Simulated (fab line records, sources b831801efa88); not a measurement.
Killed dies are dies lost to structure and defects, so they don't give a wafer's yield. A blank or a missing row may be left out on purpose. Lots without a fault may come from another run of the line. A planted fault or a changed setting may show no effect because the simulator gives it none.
Which tool did it? | flow sky130 | 13 lots, 38 wafers sampled, at 4 steps of a route of 708

WHAT THE GAUGES READ, wafer by wafer
SKY_SONOS_ONO_THK_MEAS_01. Usual: SONOS_ONO_OXIDATION_THK 2.60 nm, standard deviation 0.046.
lot  | measured     | on            | SONOS_ONO_OXIDATION_THK (nm) | flag
L847 | day 12 16:46 | film_metro-01 | 2.56 2.57 2.58               |
L850 | day 13 14:50 | film_metro-03 | 2.58 2.59 2.58               |
L849 | day 13 16:09 | film_metro-03 | 2.63 2.64 2.61               |
L852 | day 14 06:24 | film_metro-04 | 2.55 2.62 2.60               |
L851 | day 14 07:05 | film_metro-04 | 2.58 2.55 2.57               |
L856 | day 15 04:50 | film_metro-01 | 2.47 2.60 2.60               |
L860 | day 15 21:14 | film_metro-04 | 2.61 2.61 2.65               |
L859 | day 15 22:35 | film_metro-04 | 2.57 2.52 2.55               |
L861 | day 16 08:35 | film_metro-03 | 2.62 2.56                    |
L863 | day 17 00:53 | film_metro-01 | 2.56 2.57 2.58               |
L865 | day 17 21:38 | film_metro-04 | 2.66 2.58 2.64               |
L866 | day 17 21:38 | film_metro-01 | 2.60 2.61 2.63               |
L870 | day 19 08:49 | film_metro-01 | 2.63 2.67 2.59               |

SKY_POLY_GATE_CD_MEAS_13: target cd 150 nm. Usual: cd_nm 149.6 nm, standard deviation 1.3.
lot  | measured     | on        | cd_nm (nm)        | flag
L847 | day 17 18:12 | cd_sem-01 | 150.8 150.2 150.8 |
L850 | day 18 19:37 | cd_sem-02 | 149.8 150.2 149.4 |
L849 | day 18 19:15 | cd_sem-02 | 147.2 149.9 147.1 |
L852 | day 19 08:51 | cd_sem-02 | 149.9 149.3 149.9 |
L851 | day 19 18:08 | cd_sem-01 | 151.3 151.3 152.7 |
L856 | day 20 21:14 | cd_sem-02 | 148.7 146.8 148.3 |
L860 | day 21 06:08 | cd_sem-01 | 152.3 151.8 152.4 |
L859 | day 21 13:36 | cd_sem-02 | 150.0 150.3 150.0 |
L861 | day 22 08:14 | cd_sem-01 | 153.5 150.7       |
L863 | day 22 16:52 | cd_sem-01 | 150.0 148.4 148.7 |
L865 | day 23 08:39 | cd_sem-01 | 150.0 149.8 150.6 |
L866 | day 23 09:50 | cd_sem-02 | 149.0 148.4 149.0 |
L870 | day 24 17:51 | cd_sem-01 | 149.5 148.9 149.2 |

WHICH TOOL RAN EACH LOT (tool, then ch and the chambers of the sampled wafers, then the start)
lot  | SKY_POLY_GATE_IMPLANT_02        | SKY_RES_PROTECT_STRIP_07
L847 | implanter-03 ch 0, day 16 08:54 | plasma_asher-04 ch 0,1, day 16 09:03
L850 | implanter-04 ch 0, day 17 10:31 | plasma_asher-04 ch 0,1, day 17 10:39
L849 | implanter-01 ch 0, day 17 12:00 | plasma_asher-01 ch 0,1, day 17 12:09
L852 | implanter-01 ch 0, day 18 02:14 | plasma_asher-03 ch 0,1, day 18 02:23
L851 | implanter-01 ch 0, day 18 07:11 | plasma_asher-04 ch 1, day 18 07:20
L856 | implanter-04 ch 0, day 19 12:18 | plasma_asher-04 ch 0,1, day 19 12:32
L860 | implanter-04 ch 0, day 19 22:03 | plasma_asher-01 ch 0,1, day 19 22:12
L859 | implanter-04 ch 0, day 20 05:14 | plasma_asher-01 ch 0,1, day 20 05:23
L861 | implanter-04 ch 0, day 20 22:29 | plasma_asher-04 ch 0,1, day 20 22:38
L863 | implanter-03 ch 0, day 21 09:40 | plasma_asher-03 ch 0,1, day 21 09:47
L865 | implanter-03 ch 0, day 22 00:23 | plasma_asher-01 ch 0,1, day 22 00:32
L866 | implanter-01 ch 0, day 22 01:36 | plasma_asher-04 ch 0,1, day 22 01:45
L870 | implanter-04 ch 0, day 23 10:33 | plasma_asher-03 ch 0,1, day 23 10:42
- SKY_POLY_GATE_IMPLANT_02
- SKY_RES_PROTECT_STRIP_07: strips in O2/N2.

WHAT THE TOOLS THEMSELVES READ (means of the sampled wafers that have a number; where no wafer has one, the mark that the record gives instead)
SKY_RES_PROTECT_STRIP_07. Usual: drypump_motor_current_A 5.7 A, standard deviation 0.42; oes_product_au 0.518 a.u., standard deviation 0.0047; strip_time_to_endpoint_s 23.26 s, standard deviation 0.041.
lot  | tool            | drypump_motor_current_A (A) | oes_product_au (a.u.) | strip_time_to_endpoint_s (s) | flag
L847 | plasma_asher-04 | 5.7                         | 0.519                 | 23.25                        |
L850 | plasma_asher-04 | 5.7                         | 0.515                 | 23.30                        |
L849 | plasma_asher-01 | 5.6                         | 0.515                 | 23.23                        |
L852 | plasma_asher-03 | 5.8                         | 0.519                 | 23.29                        |
L851 | plasma_asher-04 | 6.0                         | 0.519                 | 23.29                        |
L856 | plasma_asher-04 | 5.7                         | 0.519                 | 23.27                        |
L860 | plasma_asher-01 | 5.9                         | 0.518                 | 23.05                        | OFF
L859 | plasma_asher-01 | 5.9                         | 0.521                 | 23.02                        | OFF
L861 | plasma_asher-04 | 5.6                         | 0.523                 | 22.99                        | OFF
L863 | plasma_asher-03 | 6.0                         | 0.516                 | 23.22                        |
L865 | plasma_asher-01 | 5.9                         | 0.512                 | 23.29                        |
L866 | plasma_asher-04 | 5.7                         | 0.518                 | 23.19                        |
L870 | plasma_asher-03 | 6.0                         | 0.516                 | 23.26                        |

THE ANSWER, worked out from the rows above alone
Rule: a lot is off if the mean of its wafers that have a number lies more than 3 standard deviations from the usual mean. A lot without any number at a reading at which 4 lots or more have one is off too. The other lots that the step has rows for count as sound. The gauges are gone through in route order, then the tools' own readings, and for those a lot's mean is taken as printed above. The first step at which some lot is off is used, and at that step the reading that is off furthest; a lot without a number counts as furthest.
Off: L860, L859, L861, at SKY_RES_PROTECT_STRIP_07 (strip_time_to_endpoint_s).
A tool fits if, at that step or a process step before it, it ran every lot that is off, and no sound lot after the first of them. None of those tried fits.

WHAT THE SIMULATOR HAD PUT IN
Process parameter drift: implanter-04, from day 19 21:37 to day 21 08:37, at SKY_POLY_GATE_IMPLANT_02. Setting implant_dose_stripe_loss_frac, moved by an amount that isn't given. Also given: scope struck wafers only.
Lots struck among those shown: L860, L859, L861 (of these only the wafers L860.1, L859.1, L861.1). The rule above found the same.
